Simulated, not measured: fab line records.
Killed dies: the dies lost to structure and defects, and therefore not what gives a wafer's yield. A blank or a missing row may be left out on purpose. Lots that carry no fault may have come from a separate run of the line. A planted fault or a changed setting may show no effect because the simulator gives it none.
Chamber matching -- flow gf180mcu -- 4 sister chambers for GF_V1_CMP_26 on cmp-02
The step polishes, stops on SiO2, t overpolish 15 s, target thk 0 nm. 8 wafers are shown with their chamber, then 8 later ones without.

WAFERS WITH THEIR CHAMBER
wafer,chamber,motor_current_A (A),time_to_endpoint_s (s)
L283.1,2,9.5,86
L284.4,2,10.2,83
L285.1,1,10.4,79
L287.2,3,9.4,80
L289.4,0,13.7,81
L289.5,3,9.1,82
L289.6,0,13.5,83
L292.4,1,10.1,83

WAFERS WITH NO CHAMBER GIVEN
wafer,motor_current_A (A),time_to_endpoint_s (s)
L292.5,9.0,83
L292.6,13.1,84
L298.1,9.9,84
L298.2,13.2,87
L298.3,9.8,79
L304.2,13.2,81
L304.5,10.7,81
L304.6,10.0,83

WHICH CHAMBER EACH WENT THROUGH
wafer,from the rows above,in truth
L292.5,can't be placed: 3 or 2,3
L292.6,0,0
L298.1,can't be placed: 2 or 1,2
L298.2,0,0
L298.3,can't be placed: 1 or 3 or 2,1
L304.2,0,0
L304.5,can't be placed: 1 or 2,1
L304.6,can't be placed: 2 or 1 or 3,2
3 of 8 placed correctly. From these rows, 5 cannot be placed; in 5 the true chamber is one of the candidates. Number placed wrongly: 0.
How it was worked out, from the rows above alone: a wafer's distance from a chamber is the root of the sum, over the readings, of the square of ((its reading less the chamber's mean) divided by the reading's scatter). The wafer belongs to the nearest chamber; if the next one is less than 2 further off, it can't be placed. A chamber's mean is the mean of its shown wafers. How the scatter is found: for the shown wafers, subtract from each reading the mean of its chamber, square and add these, divide the total by (wafers less chambers), then take the root.
